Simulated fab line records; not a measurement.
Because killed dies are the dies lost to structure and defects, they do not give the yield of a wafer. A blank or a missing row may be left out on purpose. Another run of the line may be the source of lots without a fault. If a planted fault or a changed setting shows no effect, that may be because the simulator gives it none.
Struck lot and sound lot, side by side || flow sky130 || 29 steps out of a route of 708
Sound: these wafers, L330.2, L330.3, L330.4. Wafers L337.1, L337.4, L337.5 were the ones struck. At the end, the cause is stated.
Each step with rows lists, per side, the tool, then ch with its chambers, then its first start. Under that, the readings that differ: sound wafers || struck wafers || difference of the means || sigmas: that difference in standard deviations of wafers without a fault.
alike: words and numbers the same on both sides, and readings whose means are apart by under 2 such deviations; not compared: readings that were withheld, readings missing a value for some wafer, numbers with overlapping values and no deviation given by the record, and bounds like >300 which may hide the same value.
The two part at a step that has a row with sigmas, a row that says differs or no value, or rows on one side only. Numbers that have no deviation but don't overlap get no sigmas and don't part them. A reading missing from all wafers of one side parts the sides only when that side holds two or more wafers.

SKY_SD_N_OVL_MEAS_08:
  sound on overlay-02, day 30 00:57; struck on overlay-02, day 32 06:57
  alike: SD_N_OVL
then, 2 steps without rows for these wafers: SKY_SD_N_IMPLANT_09; SKY_SD_N_IMPLANT_10.
SKY_SD_N_STRIP_11: strips in O2/N2.
  sound on plasma-asher-03 ch 0,1, day 30 01:17; struck on plasma-asher-03 ch 0,1, day 32 07:17
  alike: drypump-motor-current-A, n2-flow-sccm, oes-product-au, strip-time-to-endpoint-s
  not compared: rf-hours-counter-h
SKY_SD_N_TW_MEAS_12:
  sound on film-metro-03, day 30 01:23; struck on film-metro-02, day 32 07:23
  alike: SD_N_TW
then, 1 step without rows for these wafers: SKY_SD_N_CLEAN_13 (cleans in SC1/SC2, time 150 s).
SKY_SD_N_RTA_14: time 2 s.
  sound on rtp-anneal-02 ch 0, day 30 01:31; struck on rtp-anneal-01 ch 0, day 32 07:30
  alike: chamber-o2-ppm, lamp-power-pct, wafer_temp_C_max
SKY_SD_N_RS_MEAS_16: uses a four-point probe to measure.
  sound on film-metro-04, day 30 01:41; struck on film-metro-03, day 32 07:40
{"reading": "SD_N_RS (ohm/sq)", "sound": "68.41 68.31 68.51", "struck": "68.60 68.71 68.70", "difference": "+0.26", "sigmas": "+2"}
SKY_SD_N_RS_MEAS_17: uses a four-point probe to measure.
  sound on film-metro-04, day 30 01:49; struck on film-metro-03, day 32 07:47
  alike: SD_P_RS
SKY_SD_N_RS_MEAS_18: uses a four-point probe to measure.
  sound on film-metro-04, day 30 01:56; struck on film-metro-03, day 32 07:55
  alike: RES_XHIGH_RS
then, 1 step without rows for these wafers: SKY_SALICIDE_CLEAN_00 (cleans in HF-last, time 30 s).
SKY_LI_CONTACT_HDPCVD_00: deposits PSG, target thk 930 nm, time 155 s.
  sound on hdpcvd-01 ch 1,2, day 30 02:03; struck on hdpcvd-02 ch 0,1,2, day 32 08:03
SKY_LI_CONTACT_THK_MEAS_01:
  sound on film-metro-04, day 30 02:13; struck on film-metro-04, day 32 08:09
{"reading": "LI_CONTACT_HDPCVD_THK (nm)", "sound": "930 935 944", "struck": "748 769 771", "difference": -174, "sigmas": -16}
SKY_LI_CONTACT_CMP_02: polishes PSG.
  sound on cmp-02 ch 0,2,3, day 30 02:16; struck on cmp-01 ch 1,2,3, day 32 08:16
  alike: motor-current-A, slurry-flow-ml-min, time-to-endpoint-s
SKY_LI_CONTACT_BOW_MEAS_03:
  sound on film-metro-02, day 30 02:35; struck on film-metro-04, day 32 08:31
  alike: LI_CONTACT_BOW
then, 8 steps without rows for these wafers: SKY_LI_CONTACT_DEHYDRATE_04 (time 60 s); SKY_LI_CONTACT_HMDS_05 (prime time 60 s); SKY_LI_CONTACT_COAT_06 (resist thk 60 nm); SKY_LI_CONTACT_COAT_07 (resist thk 450 nm); SKY_LI_CONTACT_SOFTBAKE_08 (time 90 s); SKY_LI_CONTACT_EXPOSE_09 (exposes mask LICM1, target cd 170 nm); SKY_LI_CONTACT_PEB_10; SKY_LI_CONTACT_DEVELOP_11 (develop time 60 s).
SKY_LI_CONTACT_CD_MEAS_12: the cd target is 170 nm.
  sound on cd-sem-01, day 31 07:30; struck on cd-sem-01, day 33 10:50
  alike: cd-nm
SKY_LI_CONTACT_OVL_MEAS_13:
  sound on overlay-02, day 31 07:36; struck on overlay-01, day 33 10:57
  alike: LI_CONTACT_OVL
SKY_LI_CONTACT_ETCH_14: etches BARC in N2/H2, stops on SiO2, time 45.9 s, target depth 60 nm.
  sound on rie-diel-03 ch 0,2,3, day 31 07:38; struck on rie-diel-03 ch 0,1,3, day 33 10:59
  alike: drypump-motor-current-A, n2-flow-sccm, oes-product-au, throttle-valve-pct
  not compared: rf-hours-counter-h
SKY_LI_CONTACT_ETCH_15: etches PSG in C4F8/O2/Ar, stops on Si, target depth 600 nm.
  sound on rie-diel-03 ch 0,2,3, day 31 07:40; struck on rie-diel-03 ch 0,1,3, day 33 11:02
{"reading": "oes-product-au (a.u.)", "sound": "0.842 0.836 0.845", "struck": "0.713 0.708 0.700", "difference": -0.134, "sigmas": -29}
SKY_LI_CONTACT_STRIP_16: strips in O2/N2.
  sound on plasma-asher-02 ch 0,1, day 31 07:46; struck on plasma-asher-02 ch 0,1, day 33 11:07
  alike: drypump-motor-current-A, n2-flow-sccm, oes-product-au, strip-time-to-endpoint-s
  not compared: rf-hours-counter-h
after that, 1 step had no rows for these wafers: SKY_PAD_OPEN_PROBE_99.

WHERE THEY PART
Last at SKY_LI_CONTACT_ETCH_15 as far as this record goes, first at SKY_SD_N_RS_MEAS_16. Later steps at which nothing parts them and some readings are alike: SKY_LI_CONTACT_STRIP_16.

WHY: what had been put in by the simulator
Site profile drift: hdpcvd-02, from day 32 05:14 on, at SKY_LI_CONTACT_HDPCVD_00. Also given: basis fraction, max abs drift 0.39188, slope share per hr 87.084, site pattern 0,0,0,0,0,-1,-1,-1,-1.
